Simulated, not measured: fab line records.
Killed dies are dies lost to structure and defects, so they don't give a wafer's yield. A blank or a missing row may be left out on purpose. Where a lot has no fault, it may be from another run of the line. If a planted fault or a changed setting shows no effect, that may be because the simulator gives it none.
Which tool did it? | flow sfq line | route of 325 steps, sampled at 1 step: 14 lots, 42 wafers

WHAT THE GAUGES SHOWED, per wafer
No reading from a measuring or inspecting step in the record can be judged against a usual standard deviation.

WHAT TOOL EACH LOT RAN ON (gives the tool, then ch and the chambers of the sampled wafers, and finally the start)
lot  | SFQ_TRILAYER_I4_CMP_CMP_100
L958 | cmp-02 ch 2,3, day 54 20:18
L959 | cmp-02 ch 0,3, day 55 11:18
L960 | cmp-01 ch 0,2,3, day 55 20:57
L964 | cmp-01 ch 0,1,2, day 57 00:57
L965 | cmp-02 ch 1,2,3, day 57 02:52
L967 | cmp-02 ch 0,2,3, day 57 10:40
L968 | cmp-02 ch 0,1,3, day 58 03:28
L969 | cmp-01 ch 0,1,3, day 58 12:22
L970 | cmp-01 ch 1,2, day 58 20:10
L971 | cmp-02 ch 0,3, day 59 00:53
L972 | cmp-02 ch 1,2,3, day 59 09:35
L974 | cmp-01 ch 0,3, day 60 11:41
L977 | cmp-02 ch 1,2,3, day 61 23:15
L979 | cmp-02 ch 1,2,3, day 62 12:15
- SFQ_TRILAYER_I4_CMP_CMP_100: polishes SiO2.

WHAT THE TOOLS THEMSELVES READ (means of the sampled wafers that have a number; where no wafer has one, the mark that the record gives instead)
SFQ_TRILAYER_I4_CMP_CMP_100. Usual: edge zone pressure frac 1.000, standard deviation 0.0045; motor current A 10.6 A, standard deviation 0.77; time to endpoint s 214 s, standard deviation 6.4.
lot  | tool   | edge zone pressure frac | motor current A (A) | time to endpoint s (s) | flag
L958 | cmp-02 | 1.000                   | 10.6                | 217                    |
L959 | cmp-02 | 0.999                   | 11.2                | 216                    |
L960 | cmp-01 | 1.001                   | 10.8                | 212                    |
L964 | cmp-01 | 1.001                   | 10.1                | 217                    |
L965 | cmp-02 | 1.003                   | 10.8                | 219                    |
L967 | cmp-02 | 1.002                   | 10.9                | 220                    |
L968 | cmp-02 | 0.995                   | 11.3                | 221                    |
L969 | cmp-01 | 0.999                   | 10.3                | 211                    |
L970 | cmp-01 | 1.002                   | 10.3                | 208                    |
L971 | cmp-02 | 0.997                   | 11.1                | 212                    |
L972 | cmp-02 | 0.997                   | 11.2                | 217                    |
L974 | cmp-01 | 1.001                   | 10.8                | 223                    |
L977 | cmp-02 | 0.999                   | 10.8                | 182                    | OFF
L979 | cmp-02 | 1.005                   | 10.8                | 181                    | OFF

THE ANSWER, worked out from the rows above alone
Rule: take the mean of a lot's wafers that have a number; if it is more than 3 standard deviations from the usual mean, the lot is off. A lot without any number at a reading at which 4 lots or more have one is off too. The other lots that the step has rows for count as sound. Order of review: gauges by route order, followed by the tools' own readings, for which a lot's mean as printed above is used. At the first step where some lot is off, the reading lying furthest off is the one used; lots without a number count as furthest.
Off: L977, L979 (SFQ_TRILAYER_I4_CMP_CMP_100, time to endpoint s).
A tool fits if, at that step or a process step before it, it ran every lot that is off, and no sound lot after the first of them. One candidate fits, namely cmp-02 at SFQ_TRILAYER_I4_CMP_CMP_100. A fault onset in the window from L972 (day 59 09:35, its last sound lot) to L977 (day 61 23:15, its first lot off) fits.
The tool's own readings at SFQ_TRILAYER_I4_CMP_CMP_100 bear it out: on the lots that are off they differ by more than 5 times the standard deviation of the sound lots' means. time to endpoint s reads 182 s there against 216 s on the sound lots.

WHAT HAD BEEN PUT IN BY THE SIMULATOR
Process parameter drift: cmp-02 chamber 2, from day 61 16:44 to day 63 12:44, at SFQ_TRILAYER_I4_CMP_CMP_100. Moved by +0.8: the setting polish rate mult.
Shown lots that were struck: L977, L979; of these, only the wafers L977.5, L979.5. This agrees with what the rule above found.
